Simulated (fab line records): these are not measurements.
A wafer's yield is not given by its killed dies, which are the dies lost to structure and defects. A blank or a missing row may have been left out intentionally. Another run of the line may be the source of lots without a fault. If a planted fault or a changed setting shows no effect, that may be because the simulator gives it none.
fab line records || flow sfqLine
record: {"lots": 14, "wafers": 42, "lastDay": 80}
route steps=325 shown M3@119
lots untouched by any fault: they come from a run of this same line in which no faults occurred
startH: start of the lot's first displayed wafer, in hours after the record's first day || waitH: hours from the lot's prior step to this one || " unchanged from the row above || L1.1+2: a row that stands for several wafers || - no value, or no start was given || * or withheld: withheld || < > ~ a bound
route shown NAME@n: NAME is a module with steps in the file, n the number in the route of the first one || usual: average and standard deviation across the fault-free wafers || same: alike in all rows || chamber/n: place in a boat || sites: per-site readings || _std_site: standard deviation across them || _edge_site: mean of outer sites minus mean of inner sites || radiusMm: how far each site lies from the wafer's centre || mask NAME#n: copy n || behind: the most recent tool/chamber to have shaped the wafer || hold: why the lot went on hold/how many hours it stayed there/how the hold came to an end || device: the n, p or np transistor that did not switch || end of line: the tests these same wafers got at the end of their route || a step with no rows: only its recipe || killed: not the wafer's yield, but the dies lost to structure and defects at the first sort || map: a wafer's dies, x killed, . not, _ none there
set.NAME: the setting the step ran with; set.NAME@STEP: the setting that earlier step ran with || model.NAME: the simulator's own value behind a step, which no gauge read
route steps across a sampled set of lots; one table per step, one row per wafer
services: a tool's chamber out of use, with start hour (startH, from the record's first day; less than 0 if before it), hours out, and reason
== steps ==
step: SFQ_TRILAYER_M3_DEP_SPUTTER_073
recipe: {"material": "Nb", "basePressurePa": 1.33e-06, "chamberPressurePa": 0.1333, "substrateTempC": 20, "resputterCathodeVoltageV": 400, "targetThkNm": 200, "powerW": 2000, "timeS": 133.3}
usual: {"substrateTempC": "20.00/0.097", "throttleValvePct": "30.5/1.1"}
{"lot.wafer": "L377.1", "tool": "pvdSputter-05", "chamber": "-", "startH": 531.63, "waitH": 0.0, "substrateTempC": 19.87, "throttleValvePct": 31.3}
{"lot.wafer": "L377.5", "tool": "pvdSputter-05", "chamber": "-", "startH": 531.63, "waitH": 0.0, "substrateTempC": 19.99, "throttleValvePct": 30.3}
{"lot.wafer": "L377.6", "tool": "pvdSputter-05", "chamber": "-", "startH": 531.63, "waitH": 0.0, "substrateTempC": 19.92, "throttleValvePct": 31.2}
{"lot.wafer": "L378.2", "tool": "pvdSputter-05", "chamber": "-", "startH": 544.85, "waitH": 0.0, "substrateTempC": 19.98, "throttleValvePct": 30.5}
{"lot.wafer": "L378.3", "tool": "pvdSputter-05", "chamber": "-", "startH": 544.85, "waitH": 0.0, "substrateTempC": 19.96, "throttleValvePct": 31.9}
{"lot.wafer": "L378.4", "tool": "pvdSputter-05", "chamber": "-", "startH": 544.85, "waitH": 0.0, "substrateTempC": 19.90, "throttleValvePct": 31.3}
{"lot.wafer": "L379.1", "tool": "pvdSputter-06", "chamber": "-", "startH": 555.14, "waitH": 0.0, "substrateTempC": 19.88, "throttleValvePct": 28.9}
{"lot.wafer": "L379.2", "tool": "pvdSputter-06", "chamber": "-", "startH": 555.14, "waitH": 0.0, "substrateTempC": 19.90, "throttleValvePct": 28.1}
{"lot.wafer": "L379.5", "tool": "pvdSputter-06", "chamber": "-", "startH": 555.14, "waitH": 0.0, "substrateTempC": 19.84, "throttleValvePct": 28.7}
{"lot.wafer": "L380.4", "tool": "pvdSputter-06", "chamber": "-", "startH": 566.97, "waitH": 0.0, "substrateTempC": 19.93, "throttleValvePct": 28.6}
{"lot.wafer": "L380.5", "tool": "pvdSputter-06", "chamber": "-", "startH": 566.97, "waitH": 0.0, "substrateTempC": 20.05, "throttleValvePct": 29.5}
{"lot.wafer": "L380.6", "tool": "pvdSputter-06", "chamber": "-", "startH": 566.97, "waitH": 0.0, "substrateTempC": 19.98, "throttleValvePct": 30.9}
{"lot.wafer": "L381.3", "tool": "pvdSputter-05", "chamber": "-", "startH": 572.98, "waitH": 0.0, "substrateTempC": 19.99, "throttleValvePct": 30.5}
{"lot.wafer": "L381.4", "tool": "pvdSputter-05", "chamber": "-", "startH": 572.98, "waitH": 0.0, "substrateTempC": 20.09, "throttleValvePct": 31.2}
{"lot.wafer": "L381.6", "tool": "pvdSputter-05", "chamber": "-", "startH": 572.98, "waitH": 0.0, "substrateTempC": 20.13, "throttleValvePct": 30.0}
{"lot.wafer": "L382.1", "tool": "pvdSputter-04", "chamber": "-", "startH": 582.57, "waitH": 0.0, "substrateTempC": 19.83, "throttleValvePct": 30.8}
{"lot.wafer": "L382.2", "tool": "pvdSputter-04", "chamber": "-", "startH": 582.57, "waitH": 0.0, "substrateTempC": 20.03, "throttleValvePct": 31.6}
{"lot.wafer": "L382.4", "tool": "pvdSputter-04", "chamber": "-", "startH": 582.57, "waitH": 0.0, "substrateTempC": 19.92, "throttleValvePct": 30.3}
{"lot.wafer": "L383.1", "tool": "pvdSputter-04", "chamber": "-", "startH": 588.57, "waitH": 0.0, "substrateTempC": 19.99, "throttleValvePct": 30.5}
{"lot.wafer": "L383.3", "tool": "pvdSputter-04", "chamber": "-", "startH": 588.57, "waitH": 0.0, "substrateTempC": 20.09, "throttleValvePct": 29.9}
{"lot.wafer": "L383.5", "tool": "pvdSputter-04", "chamber": "-", "startH": 588.57, "waitH": 0.0, "substrateTempC": 20.12, "throttleValvePct": 31.2}
{"lot.wafer": "L383.1", "tool": "pvdSputter-04", "chamber": "-", "startH": 588.82, "waitH": 0.2, "substrateTempC": 20.04, "throttleValvePct": 30.7}
{"lot.wafer": "L383.3", "tool": "pvdSputter-04", "chamber": "-", "startH": 588.82, "waitH": 0.2, "substrateTempC": 20.15, "throttleValvePct": 30.2}
{"lot.wafer": "L383.5", "tool": "pvdSputter-04", "chamber": "-", "startH": 588.82, "waitH": 0.2, "substrateTempC": 20.01, "throttleValvePct": 31.2}
{"lot.wafer": "L389.1", "tool": "pvdSputter-04", "chamber": "-", "startH": 624.47, "waitH": 0.0, "substrateTempC": 20.00, "throttleValvePct": 29.9}
{"lot.wafer": "L389.4", "tool": "pvdSputter-04", "chamber": "-", "startH": 624.47, "waitH": 0.0, "substrateTempC": 19.89, "throttleValvePct": 30.8}
{"lot.wafer": "L389.5", "tool": "pvdSputter-04", "chamber": "-", "startH": 624.47, "waitH": 0.0, "substrateTempC": 20.12, "throttleValvePct": 30.8}
{"lot.wafer": "L389.1", "tool": "pvdSputter-04", "chamber": "-", "startH": 624.72, "waitH": 0.2, "substrateTempC": 19.97, "throttleValvePct": 30.0}
{"lot.wafer": "L389.4", "tool": "pvdSputter-04", "chamber": "-", "startH": 624.72, "waitH": 0.2, "substrateTempC": 19.98, "throttleValvePct": 30.9}
{"lot.wafer": "L389.5", "tool": "pvdSputter-04", "chamber": "-", "startH": 624.72, "waitH": 0.2, "substrateTempC": 20.02, "throttleValvePct": 30.7}
{"lot.wafer": "L391.2", "tool": "pvdSputter-06", "chamber": "-", "startH": 649.22, "waitH": 0.0, "substrateTempC": 19.99, "throttleValvePct": 30.7}
{"lot.wafer": "L391.4", "tool": "pvdSputter-06", "chamber": "-", "startH": 649.22, "waitH": 0.0, "substrateTempC": 20.05, "throttleValvePct": 29.0}
{"lot.wafer": "L391.6", "tool": "pvdSputter-06", "chamber": "-", "startH": 649.22, "waitH": 0.0, "substrateTempC": 20.07, "throttleValvePct": 29.3}
{"lot.wafer": "L392.1", "tool": "pvdSputter-04", "chamber": "-", "startH": 651.62, "waitH": 0.0, "substrateTempC": 20.07, "throttleValvePct": 30.0}
{"lot.wafer": "L392.2", "tool": "pvdSputter-04", "chamber": "-", "startH": 651.62, "waitH": 0.0, "substrateTempC": 20.07, "throttleValvePct": 31.2}
{"lot.wafer": "L392.5", "tool": "pvdSputter-04", "chamber": "-", "startH": 651.62, "waitH": 0.0, "substrateTempC": 20.14, "throttleValvePct": 31.0}
{"lot.wafer": "L394.1", "tool": "pvdSputter-06", "chamber": "-", "startH": 671.60, "waitH": 0.0, "substrateTempC": 20.04, "throttleValvePct": 30.8}
{"lot.wafer": "L394.4", "tool": "pvdSputter-06", "chamber": "-", "startH": 671.60, "waitH": 0.0, "substrateTempC": 19.96, "throttleValvePct": 28.3}
{"lot.wafer": "L394.6", "tool": "pvdSputter-06", "chamber": "-", "startH": 671.60, "waitH": 0.0, "substrateTempC": 19.95, "throttleValvePct": 28.5}
{"lot.wafer": "L396.2", "tool": "pvdSputter-06", "chamber": "-", "startH": 697.97, "waitH": 0.0, "substrateTempC": 20.17, "throttleValvePct": 28.7}
{"lot.wafer": "L396.4", "tool": "pvdSputter-06", "chamber": "-", "startH": 697.97, "waitH": 0.0, "substrateTempC": 19.82, "throttleValvePct": 30.9}
{"lot.wafer": "L396.5", "tool": "pvdSputter-06", "chamber": "-", "startH": 697.97, "waitH": 0.0, "substrateTempC": 20.07, "throttleValvePct": 29.1}
{"lot.wafer": "L398.2", "tool": "pvdSputter-05", "chamber": "-", "startH": 712.37, "waitH": 0.0, "substrateTempC": 20.21, "throttleValvePct": 30.3}
{"lot.wafer": "L398.4", "tool": "pvdSputter-05", "chamber": "-", "startH": 712.37, "waitH": 0.0, "substrateTempC": 19.97, "throttleValvePct": 31.9}
{"lot.wafer": "L398.6", "tool": "pvdSputter-05", "chamber": "-", "startH": 712.37, "waitH": 0.0, "substrateTempC": 20.09, "throttleValvePct": 30.3}
{"lot.wafer": "L399.1", "tool": "pvdSputter-04", "chamber": "-", "startH": 719.58, "waitH": 0.0, "substrateTempC": 20.00, "throttleValvePct": 31.1}
{"lot.wafer": "L399.3", "tool": "pvdSputter-04", "chamber": "-", "startH": 719.58, "waitH": 0.0, "substrateTempC": 20.10, "throttleValvePct": 31.8}
{"lot.wafer": "L399.5", "tool": "pvdSputter-04", "chamber": "-", "startH": 719.58, "waitH": 0.0, "substrateTempC": 20.05, "throttleValvePct": 31.2}
step: SFQ_M3_RS_MEAS_919
recipe: {"thkMeasGauge": "four-point-probe", "reads": "Nb_of_TRILAYER_M3_DEP_SPUTTER_073"}
usual: {"M3_NB_RS": "0.889/0.012"}
{"lot.wafer": "L377.1", "tool": "filmMetro-02", "chamber": "-", "startH": 531.72, "waitH": 0.0, "M3_NB_RS[ohm/sq]": 0.875}
{"lot.wafer": "L377.5", "tool": "filmMetro-02", "chamber": "-", "startH": 531.72, "waitH": 0.0, "M3_NB_RS[ohm/sq]": 0.878}
{"lot.wafer": "L377.6", "tool": "filmMetro-02", "chamber": "-", "startH": 531.72, "waitH": 0.0, "M3_NB_RS[ohm/sq]": 0.875}
{"lot.wafer": "L378.2", "tool": "filmMetro-01", "chamber": "-", "startH": 544.96, "waitH": 0.1, "M3_NB_RS[ohm/sq]": 0.896}
{"lot.wafer": "L378.3", "tool": "filmMetro-01", "chamber": "-", "startH": 544.96, "waitH": 0.1, "M3_NB_RS[ohm/sq]": 0.904}
{"lot.wafer": "L378.4", "tool": "filmMetro-01", "chamber": "-", "startH": 544.96, "waitH": 0.1, "M3_NB_RS[ohm/sq]": 0.887}
{"lot.wafer": "L379.1", "tool": "filmMetro-02", "chamber": "-", "startH": 555.23, "waitH": 0.0, "M3_NB_RS[ohm/sq]": 0.861}
{"lot.wafer": "L379.2", "tool": "filmMetro-02", "chamber": "-", "startH": 555.23, "waitH": 0.0, "M3_NB_RS[ohm/sq]": 0.890}
{"lot.wafer": "L379.5", "tool": "filmMetro-02", "chamber": "-", "startH": 555.23, "waitH": 0.0, "M3_NB_RS[ohm/sq]": 0.859}
{"lot.wafer": "L380.4", "tool": "filmMetro-02", "chamber": "-", "startH": 567.12, "waitH": 0.1, "M3_NB_RS[ohm/sq]": 0.872}
{"lot.wafer": "L380.5", "tool": "filmMetro-02", "chamber": "-", "startH": 567.12, "waitH": 0.1, "M3_NB_RS[ohm/sq]": 0.913}
{"lot.wafer": "L380.6", "tool": "filmMetro-02", "chamber": "-", "startH": 567.12, "waitH": 0.1, "M3_NB_RS[ohm/sq]": 0.900}
{"lot.wafer": "L381.3", "tool": "filmMetro-04", "chamber": "-", "startH": 573.11, "waitH": 0.1, "M3_NB_RS[ohm/sq]": 0.883}
{"lot.wafer": "L381.4", "tool": "filmMetro-04", "chamber": "-", "startH": 573.11, "waitH": 0.1, "M3_NB_RS[ohm/sq]": 0.878}
{"lot.wafer": "L381.6", "tool": "filmMetro-04", "chamber": "-", "startH": 573.11, "waitH": 0.1, "M3_NB_RS[ohm/sq]": 0.883}
{"lot.wafer": "L382.1", "tool": "filmMetro-02", "chamber": "-", "startH": 582.66, "waitH": 0.0, "M3_NB_RS[ohm/sq]": 0.881}
{"lot.wafer": "L382.2", "tool": "filmMetro-02", "chamber": "-", "startH": 582.66, "waitH": 0.0, "M3_NB_RS[ohm/sq]": 0.881}
{"lot.wafer": "L382.4", "tool": "filmMetro-02", "chamber": "-", "startH": 582.66, "waitH": 0.0, "M3_NB_RS[ohm/sq]": 0.872}
{"lot.wafer": "L383.1", "tool": "filmMetro-01", "chamber": "-", "startH": 588.91, "waitH": 0.0, "M3_NB_RS[ohm/sq]": 0.445}
{"lot.wafer": "L383.3", "tool": "filmMetro-01", "chamber": "-", "startH": 588.91, "waitH": 0.0, "M3_NB_RS[ohm/sq]": 0.441}
{"lot.wafer": "L383.5", "tool": "filmMetro-01", "chamber": "-", "startH": 588.91, "waitH": 0.0, "M3_NB_RS[ohm/sq]": 0.439}
{"lot.wafer": "L389.1", "tool": "filmMetro-01", "chamber": "-", "startH": 624.81, "waitH": 0.0, "M3_NB_RS[ohm/sq]": 0.440}
{"lot.wafer": "L389.4", "tool": "filmMetro-01", "chamber": "-", "startH": 624.81, "waitH": 0.0, "M3_NB_RS[ohm/sq]": 0.443}
{"lot.wafer": "L389.5", "tool": "filmMetro-01", "chamber": "-", "startH": 624.81, "waitH": 0.0, "M3_NB_RS[ohm/sq]": 0.442}
{"lot.wafer": "L391.2", "tool": "filmMetro-02", "chamber": "-", "startH": 649.33, "waitH": 0.1, "M3_NB_RS[ohm/sq]": 0.912}
{"lot.wafer": "L391.4", "tool": "filmMetro-02", "chamber": "-", "startH": 649.33, "waitH": 0.1, "M3_NB_RS[ohm/sq]": 0.911}
{"lot.wafer": "L391.6", "tool": "filmMetro-02", "chamber": "-", "startH": 649.33, "waitH": 0.1, "M3_NB_RS[ohm/sq]": 0.905}
{"lot.wafer": "L392.1", "tool": "filmMetro-02", "chamber": "-", "startH": 651.71, "waitH": 0.0, "M3_NB_RS[ohm/sq]": 0.878}
{"lot.wafer": "L392.2", "tool": "filmMetro-02", "chamber": "-", "startH": 651.71, "waitH": 0.0, "M3_NB_RS[ohm/sq]": 0.875}
{"lot.wafer": "L392.5", "tool": "filmMetro-02", "chamber": "-", "startH": 651.71, "waitH": 0.0, "M3_NB_RS[ohm/sq]": 0.868}
{"lot.wafer": "L394.1", "tool": "filmMetro-02", "chamber": "-", "startH": 671.69, "waitH": 0.0, "M3_NB_RS[ohm/sq]": 0.906}
{"lot.wafer": "L394.4", "tool": "filmMetro-02", "chamber": "-", "startH": 671.69, "waitH": 0.0, "M3_NB_RS[ohm/sq]": 0.879}
{"lot.wafer": "L394.6", "tool": "filmMetro-02", "chamber": "-", "startH": 671.69, "waitH": 0.0, "M3_NB_RS[ohm/sq]": 0.881}
{"lot.wafer": "L396.2", "tool": "filmMetro-04", "chamber": "-", "startH": 698.08, "waitH": 0.1, "M3_NB_RS[ohm/sq]": 0.881}
{"lot.wafer": "L396.4", "tool": "filmMetro-04", "chamber": "-", "startH": 698.08, "waitH": 0.1, "M3_NB_RS[ohm/sq]": 0.911}
{"lot.wafer": "L396.5", "tool": "filmMetro-04", "chamber": "-", "startH": 698.08, "waitH": 0.1, "M3_NB_RS[ohm/sq]": 0.900}
{"lot.wafer": "L398.2", "tool": "filmMetro-01", "chamber": "-", "startH": 712.48, "waitH": 0.1, "M3_NB_RS[ohm/sq]": 0.890}
{"lot.wafer": "L398.4", "tool": "filmMetro-01", "chamber": "-", "startH": 712.48, "waitH": 0.1, "M3_NB_RS[ohm/sq]": 0.894}
{"lot.wafer": "L398.6", "tool": "filmMetro-01", "chamber": "-", "startH": 712.48, "waitH": 0.1, "M3_NB_RS[ohm/sq]": 0.887}
{"lot.wafer": "L399.1", "tool": "filmMetro-01", "chamber": "-", "startH": 719.67, "waitH": 0.0, "M3_NB_RS[ohm/sq]": 0.882}
{"lot.wafer": "L399.3", "tool": "filmMetro-01", "chamber": "-", "startH": 719.67, "waitH": 0.0, "M3_NB_RS[ohm/sq]": 0.886}
{"lot.wafer": "L399.5", "tool": "filmMetro-01", "chamber": "-", "startH": 719.67, "waitH": 0.0, "M3_NB_RS[ohm/sq]": 0.877}
step: SFQ_TRILAYER_M3_ETCH_METAL_ETCH_078
recipe: {"target": "Nb", "stopOn": "SiO2", "maskMaterial": "PR", "chemistry": "Cl2/Ar", "targetDepthNm": 240, "icpW": 600, "biasW": 80, "pressureMtorr": 10, "timeS": 120}
usual: {"drypumpMotorCurrentA": "5.19/0.16", "oesProductAu": "0.894/0.0087"}
{"lot.wafer": "L377.1", "tool": "rieMetal-03", "chamber": 1, "startH": 629.57, "waitH": 0.0, "drypumpMotorCurrentA": 5.37, "oesProductAu": 0.908, "rfHoursCounterH": 18}
{"lot.wafer": "L377.5", "tool": "rieMetal-03", "chamber": 0, "startH": 629.57, "waitH": 0.0, "drypumpMotorCurrentA": 5.29, "oesProductAu": 0.910, "rfHoursCounterH": "-"}
{"lot.wafer": "L377.6", "tool": "rieMetal-03", "chamber": 1, "startH": 629.57, "waitH": 0.0, "drypumpMotorCurrentA": 5.40, "oesProductAu": 0.904, "rfHoursCounterH": "-"}
{"lot.wafer": "L378.2", "tool": "rieMetal-03", "chamber": 1, "startH": 643.97, "waitH": 0.0, "drypumpMotorCurrentA": 5.44, "oesProductAu": 0.883, "rfHoursCounterH": 20}
{"lot.wafer": "L378.3", "tool": "rieMetal-03", "chamber": 0, "startH": 643.97, "waitH": 0.0, "drypumpMotorCurrentA": 5.30, "oesProductAu": 0.899, "rfHoursCounterH": "-"}
{"lot.wafer": "L378.4", "tool": "rieMetal-03", "chamber": 1, "startH": 643.97, "waitH": 0.0, "drypumpMotorCurrentA": 5.43, "oesProductAu": 0.894, "rfHoursCounterH": "-"}
{"lot.wafer": "L379.1", "tool": "rieMetal-01", "chamber": 0, "startH": 654.32, "waitH": 0.0, "drypumpMotorCurrentA": 5.05, "oesProductAu": 0.913, "rfHoursCounterH": 86}
{"lot.wafer": "L379.2", "tool": "rieMetal-01", "chamber": 1, "startH": 654.32, "waitH": 0.0, "drypumpMotorCurrentA": 5.17, "oesProductAu": 0.897, "rfHoursCounterH": 58}
{"lot.wafer": "L379.5", "tool": "rieMetal-01", "chamber": 0, "startH": 654.32, "waitH": 0.0, "drypumpMotorCurrentA": 5.08, "oesProductAu": 0.912, "rfHoursCounterH": "-"}
{"lot.wafer": "L380.4", "tool": "rieMetal-01", "chamber": 1, "startH": 669.51, "waitH": 0.1, "drypumpMotorCurrentA": 5.15, "oesProductAu": 0.902, "rfHoursCounterH": "-"}
{"lot.wafer": "L380.5", "tool": "rieMetal-01", "chamber": 0, "startH": 669.51, "waitH": 0.1, "drypumpMotorCurrentA": 5.05, "oesProductAu": 0.874, "rfHoursCounterH": "-"}
{"lot.wafer": "L380.6", "tool": "rieMetal-01", "chamber": 1, "startH": 669.51, "waitH": 0.1, "drypumpMotorCurrentA": 5.14, "oesProductAu": 0.887, "rfHoursCounterH": "-"}
{"lot.wafer": "L381.3", "tool": "rieMetal-04", "chamber": 1, "startH": 675.51, "waitH": 0.1, "drypumpMotorCurrentA": 4.83, "oesProductAu": 0.903, "rfHoursCounterH": "-"}
{"lot.wafer": "L381.4", "tool": "rieMetal-04", "chamber": 0, "startH": 675.51, "waitH": 0.1, "drypumpMotorCurrentA": 5.06, "oesProductAu": 0.907, "rfHoursCounterH": "-"}
{"lot.wafer": "L381.6", "tool": "rieMetal-04", "chamber": 0, "startH": 675.51, "waitH": 0.1, "drypumpMotorCurrentA": 5.05, "oesProductAu": 0.904, "rfHoursCounterH": "-"}
{"lot.wafer": "L382.1", "tool": "rieMetal-03", "chamber": 0, "startH": 686.27, "waitH": 0.0, "drypumpMotorCurrentA": 5.33, "oesProductAu": 0.906, "rfHoursCounterH": 38}
{"lot.wafer": "L382.2", "tool": "rieMetal-03", "chamber": 1, "startH": 686.27, "waitH": 0.0, "drypumpMotorCurrentA": 5.40, "oesProductAu": 0.900, "rfHoursCounterH": 30}
{"lot.wafer": "L382.4", "tool": "rieMetal-03", "chamber": 1, "startH": 686.27, "waitH": 0.0, "drypumpMotorCurrentA": 5.37, "oesProductAu": 0.906, "rfHoursCounterH": "-"}
{"lot.wafer": "L383.1", "tool": "rieMetal-04", "chamber": 1, "startH": 692.27, "waitH": 0.0, "drypumpMotorCurrentA": 4.86, "oesProductAu": 0.986, "rfHoursCounterH": 76}
{"lot.wafer": "L383.3", "tool": "rieMetal-04", "chamber": 1, "startH": 692.27, "waitH": 0.0, "drypumpMotorCurrentA": 4.87, "oesProductAu": 0.997, "rfHoursCounterH": "-"}
{"lot.wafer": "L383.5", "tool": "rieMetal-04", "chamber": 0, "startH": 692.27, "waitH": 0.0, "drypumpMotorCurrentA": 5.05, "oesProductAu": 1.015, "rfHoursCounterH": "-"}
{"lot.wafer": "L389.1", "tool": "rieMetal-04", "chamber": 0, "startH": 722.27, "waitH": 0.0, "drypumpMotorCurrentA": 5.07, "oesProductAu": 1.009, "rfHoursCounterH": 54}
{"lot.wafer": "L389.4", "tool": "rieMetal-04", "chamber": 1, "startH": 722.27, "waitH": 0.0, "drypumpMotorCurrentA": 4.88, "oesProductAu": 1.013, "rfHoursCounterH": "-"}
{"lot.wafer": "L389.5", "tool": "rieMetal-04", "chamber": 0, "startH": 722.27, "waitH": 0.0, "drypumpMotorCurrentA": 5.07, "oesProductAu": 1.000, "rfHoursCounterH": "-"}
{"lot.wafer": "L391.2", "tool": "rieMetal-03", "chamber": 1, "startH": 743.87, "waitH": 0.0, "drypumpMotorCurrentA": 5.40, "oesProductAu": 0.881, "rfHoursCounterH": 40}
{"lot.wafer": "L391.4", "tool": "rieMetal-03", "chamber": 0, "startH": 743.87, "waitH": 0.0, "drypumpMotorCurrentA": 5.30, "oesProductAu": 0.880, "rfHoursCounterH": "-"}
{"lot.wafer": "L391.6", "tool": "rieMetal-03", "chamber": 0, "startH": 743.87, "waitH": 0.0, "drypumpMotorCurrentA": 5.29, "oesProductAu": 0.889, "rfHoursCounterH": "-"}
{"lot.wafer": "L392.1", "tool": "rieMetal-03", "chamber": 1, "startH": 746.27, "waitH": 0.0, "drypumpMotorCurrentA": 5.41, "oesProductAu": 0.907, "rfHoursCounterH": 41}
{"lot.wafer": "L392.2", "tool": "rieMetal-03", "chamber": 0, "startH": 746.27, "waitH": 0.0, "drypumpMotorCurrentA": 5.30, "oesProductAu": 0.902, "rfHoursCounterH": 49}
{"lot.wafer": "L392.5", "tool": "rieMetal-03", "chamber": 1, "startH": 746.27, "waitH": 0.0, "drypumpMotorCurrentA": 5.41, "oesProductAu": 0.902, "rfHoursCounterH": "-"}
{"lot.wafer": "L394.1", "tool": "rieMetal-01", "chamber": 1, "startH": 764.27, "waitH": 0.0, "drypumpMotorCurrentA": 5.16, "oesProductAu": 0.882, "rfHoursCounterH": 78}
{"lot.wafer": "L394.4", "tool": "rieMetal-01", "chamber": 1, "startH": 764.27, "waitH": 0.0, "drypumpMotorCurrentA": 5.16, "oesProductAu": 0.897, "rfHoursCounterH": "-"}
{"lot.wafer": "L394.6", "tool": "rieMetal-01", "chamber": 0, "startH": 764.27, "waitH": 0.0, "drypumpMotorCurrentA": 5.05, "oesProductAu": 0.896, "rfHoursCounterH": "-"}
{"lot.wafer": "L396.2", "tool": "rieMetal-01", "chamber": 1, "startH": 786.97, "waitH": 0.0, "drypumpMotorCurrentA": 5.17, "oesProductAu": 0.898, "rfHoursCounterH": 82}
{"lot.wafer": "L396.4", "tool": "rieMetal-01", "chamber": 1, "startH": 786.97, "waitH": 0.0, "drypumpMotorCurrentA": 5.17, "oesProductAu": 0.877, "rfHoursCounterH": "-"}
{"lot.wafer": "L396.5", "tool": "rieMetal-01", "chamber": 1, "startH": 786.97, "waitH": 0.0, "drypumpMotorCurrentA": 5.19, "oesProductAu": 0.889, "rfHoursCounterH": "-"}
{"lot.wafer": "L398.2", "tool": "rieMetal-04", "chamber": 0, "startH": 796.57, "waitH": 0.0, "drypumpMotorCurrentA": 5.05, "oesProductAu": 0.892, "rfHoursCounterH": 71}
{"lot.wafer": "L398.4", "tool": "rieMetal-04", "chamber": 0, "startH": 796.57, "waitH": 0.0, "drypumpMotorCurrentA": 5.04, "oesProductAu": 0.891, "rfHoursCounterH": "-"}
{"lot.wafer": "L398.6", "tool": "rieMetal-04", "chamber": 1, "startH": 796.57, "waitH": 0.0, "drypumpMotorCurrentA": 4.87, "oesProductAu": 0.884, "rfHoursCounterH": "-"}
{"lot.wafer": "L399.1", "tool": "rieMetal-01", "chamber": 1, "startH": 802.57, "waitH": 0.0, "drypumpMotorCurrentA": 5.16, "oesProductAu": 0.902, "rfHoursCounterH": 85}
{"lot.wafer": "L399.3", "tool": "rieMetal-01", "chamber": 0, "startH": 802.57, "waitH": 0.0, "drypumpMotorCurrentA": 5.08, "oesProductAu": 0.895, "rfHoursCounterH": "-"}
{"lot.wafer": "L399.5", "tool": "rieMetal-01", "chamber": 0, "startH": 802.57, "waitH": 0.0, "drypumpMotorCurrentA": 5.07, "oesProductAu": 0.899, "rfHoursCounterH": "-"}
== services ==
{"tool": "rieMetal-03", "chamber": 0, "startH": 508.63, "hours": "-", "kind": "clean"}
{"tool": "rieMetal-03", "chamber": 0, "startH": 508.63, "hours": 13.3, "kind": "scheduledDown"}
{"tool": "rieMetal-03", "chamber": 0, "startH": 508.63, "hours": 13.3, "kind": "ventCycle"}
{"tool": "pvdSputter-05", "chamber": 1, "startH": 518.75, "hours": "-", "kind": "consumableReplace:kit"}
{"tool": "pvdSputter-05", "chamber": 1, "startH": 518.75, "hours": 18.0, "kind": "scheduledDown"}
{"tool": "pvdSputter-05", "chamber": 1, "startH": 518.75, "hours": 18.0, "kind": "ventCycle"}
{"tool": "rieMetal-03", "chamber": "-", "startH": 530.76, "hours": 5.5, "kind": "repair"}
{"tool": "rieMetal-03", "chamber": 1, "startH": 536.24, "hours": "-", "kind": "clean"}
{"tool": "rieMetal-03", "chamber": 1, "startH": 536.24, "hours": 16.1, "kind": "scheduledDown"}
{"tool": "rieMetal-03", "chamber": 1, "startH": 536.24, "hours": 16.1, "kind": "ventCycle"}
{"tool": "pvdSputter-06", "chamber": "-", "startH": 580.27, "hours": 2.5, "kind": "repair"}
{"tool": "pvdSputter-04", "chamber": "-", "startH": 591.57, "hours": 6.2, "kind": "repair"}
{"tool": "pvdSputter-05", "chamber": "-", "startH": 625.48, "hours": 2.4, "kind": "repair"}
{"tool": "pvdSputter-05", "chamber": "-", "startH": 677.30, "hours": 1.0, "kind": "repair"}
{"tool": "pvdSputter-04", "chamber": 0, "startH": 686.13, "hours": "-", "kind": "consumableReplace:kit"}
{"tool": "pvdSputter-04", "chamber": 0, "startH": 686.13, "hours": 18.0, "kind": "scheduledDown"}
{"tool": "pvdSputter-04", "chamber": 0, "startH": 686.13, "hours": 18.0, "kind": "ventCycle"}
{"tool": "rieMetal-04", "chamber": 1, "startH": 749.18, "hours": 16.4, "kind": "repair"}
{"tool": "pvdSputter-06", "chamber": "-", "startH": 750.62, "hours": 3.7, "kind": "repair"}
{"tool": "pvdSputter-05", "chamber": "-", "startH": 769.17, "hours": 4.1, "kind": "repair"}
{"tool": "pvdSputter-06", "chamber": 1, "startH": 769.83, "hours": "-", "kind": "consumableReplace:kit"}
{"tool": "pvdSputter-06", "chamber": 1, "startH": 769.83, "hours": 18.0, "kind": "scheduledDown"}
{"tool": "pvdSputter-06", "chamber": 1, "startH": 769.83, "hours": 18.0, "kind": "ventCycle"}
== key ==
firstSign: {"step": "SFQ_TRILAYER_M3_DEP_SPUTTER_073", "reading": "visit", "direction": "added"}
effect: {"step": "SFQ_M3_RS_MEAS_919", "reading": "M3_NB_RS", "direction": "down", "sigmas": 37, "usual": 0.889, "struck": 0.442}
effect: {"step": "SFQ_TRILAYER_M3_ETCH_METAL_ETCH_078", "reading": "oesProductAu", "direction": "up", "sigmas": 13, "usual": 0.894, "struck": 1.003}
metAt SFQ_TRILAYER_M3_DEP_SPUTTER_073
struckLots L383,L389
fault: {"kind": "repeatedStepWhole", "tool": "pvdSputter-04,pvdSputter-05,pvdSputter-06", "chamber": "-", "onsetH": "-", "steps": "SFQ_TRILAYER_M3_DEP_SPUTTER_073", "times": 1, "scope": "struckLotsOnly"}
